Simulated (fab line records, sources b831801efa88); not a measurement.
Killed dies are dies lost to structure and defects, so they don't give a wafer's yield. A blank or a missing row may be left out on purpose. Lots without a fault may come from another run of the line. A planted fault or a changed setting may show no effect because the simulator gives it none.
Which tool did it? | flow gf180mcu | 13 lots, 39 wafers sampled, at 3 steps of a route of 602

WHAT THE GAUGES READ, wafer by wafer
GF_DUAL_GATE_THK_MEAS_03.
lot  | measured     | on            | DUAL_GATE_OXIDATION_00_THK (nm)
L607 | day 7 12:52  | film_metro-02 | 10.83 11.09 10.87
L608 | day 7 20:22  | film_metro-02 | 10.91 10.86 11.08
L609 | day 8 00:11  | film_metro-02 | 11.15 11.30 10.95
L610 | day 8 09:44  | film_metro-03 | 11.06 10.93 11.21
L613 | day 9 06:00  | film_metro-04 | 10.79 10.74 10.94
L614 | day 9 14:10  | film_metro-02 | 10.69 10.94 10.66
L616 | day 10 17:22 | film_metro-02 | 10.93 10.89 10.89
L618 | day 11 04:25 | film_metro-04 | 12.54 12.37 12.40
L619 | day 11 05:50 | film_metro-03 | 12.22 12.35 12.28
L626 | day 13 10:00 | film_metro-03 | 11.15 11.05 11.35
L627 | day 13 11:27 | film_metro-04 | 11.01 11.10 11.05
L628 | day 13 12:55 | film_metro-04 | 10.84 10.94 10.80
L630 | day 14 02:58 | film_metro-04 | 11.17 11.07 11.13

GF_CONTACT_OVL_MEAS_15.
lot  | measured     | on         | CONTACT_OVL (nm)
L607 | day 15 20:11 | overlay-01 | -13 -9 -10
L608 | day 16 03:36 | overlay-01 | -6 -8 -5
L609 | day 16 13:43 | overlay-02 | -16 -8 -11
L610 | day 16 20:08 | overlay-01 | -5 -12 -12
L613 | day 18 04:13 | overlay-01 | -6 -6 -7
L614 | day 18 16:26 | overlay-01 | -2 3 -12
L616 | day 20 02:08 | overlay-02 | -8 -7 -6
L618 | day 20 20:06 | overlay-02 | 7 8 -1
L619 | day 20 22:11 | overlay-02 | 1 0 8
L626 | day 23 09:05 | overlay-02 | -9 -2 -11
L627 | day 23 11:46 | overlay-02 | -11 -16 -17
L628 | day 23 14:11 | overlay-02 | 3 -2 -5
L630 | day 24 05:51 | overlay-01 | -6 -8 -6

WHICH TOOL RAN EACH LOT (tool, then ch and the chambers of the sampled wafers, then the start)
lot  | GF_DUAL_GATE_OXIDATION_02
L607 | furnace-01 ch 0, day 7 11:25
L608 | furnace-01 ch 0, day 7 18:54
L609 | furnace-01 ch 0, day 7 22:43
L610 | furnace-01 ch 0, day 8 08:16
L613 | furnace-01 ch 0, day 9 04:32
L614 | furnace-02 ch 0, day 9 12:43
L616 | furnace-01 ch 0, day 10 15:56
L618 | furnace-02 ch 0, day 11 02:57
L619 | furnace-02 ch 0, day 11 04:23
L626 | furnace-01 ch 0, day 13 08:33
L627 | furnace-01 ch 0, day 13 10:00
L628 | furnace-01 ch 0, day 13 11:26
L630 | furnace-02 ch 0, day 14 01:30
- GF_DUAL_GATE_OXIDATION_02: stabilise 600 s, purge 300 s, target thk 10.887 nm.

WHAT THE TOOLS THEMSELVES READ (means of the sampled wafers that have a number; where no wafer has one, the mark that the record gives instead)
GF_DUAL_GATE_OXIDATION_02.
lot  | tool       | spike_tc_centre_C (C) | zone_power_centre_pct (%)
L607 | furnace-01 | 902.4                 | 15
L608 | furnace-01 | 901.0                 | 15
L609 | furnace-01 | 901.2                 | 15
L610 | furnace-01 | 901.5                 | 15
L613 | furnace-01 | 901.9                 | 15
L614 | furnace-02 | 899.5                 | 23
L616 | furnace-01 | 901.7                 | 15
L618 | furnace-02 | 898.5                 | 24
L619 | furnace-02 | 899.2                 | 23
L626 | furnace-01 | 902.0                 | 15
L627 | furnace-01 | 901.1                 | 15
L628 | furnace-01 | 901.2                 | 15
L630 | furnace-02 | 898.5                 | 24

THE ANSWER, worked out from the rows above alone
Rule: what is usual is taken from the lots themselves. Put in order of their means at a reading, lots are off if they are a third of the lots or fewer, leave a main group of 4 or more, and stand apart from it by a gap of 3 or more times the standard deviation of the main group's means; of several such gaps the widest counts. A main group whose means are all the same, to the digits that the tables above print for the reading, isn't used. A lot without any number at a reading at which 4 lots or more have one is off too. The other lots that the step has rows for count as sound. The gauges are gone through in route order, then the tools' own readings, and for those a lot's mean is taken as printed above. The first step at which some lot is off is used, and at that step the reading that is off furthest; a lot without a number counts as furthest.
Off: L618, L619, at GF_DUAL_GATE_THK_MEAS_03 (DUAL_GATE_OXIDATION_00_THK). The main group: mean 10.98 nm, standard deviation 0.13.
A tool fits if, at a process step before that reading, it ran every lot that is off, and no sound lot after the first of them. The gauges at GF_DUAL_GATE_THK_MEAS_03 aren't tried: what is off there is off at GF_DUAL_GATE_OXIDATION_02 too, on other tools, and a gauge's error can't cause that. None of those tried fits.

WHAT THE SIMULATOR HAD PUT IN
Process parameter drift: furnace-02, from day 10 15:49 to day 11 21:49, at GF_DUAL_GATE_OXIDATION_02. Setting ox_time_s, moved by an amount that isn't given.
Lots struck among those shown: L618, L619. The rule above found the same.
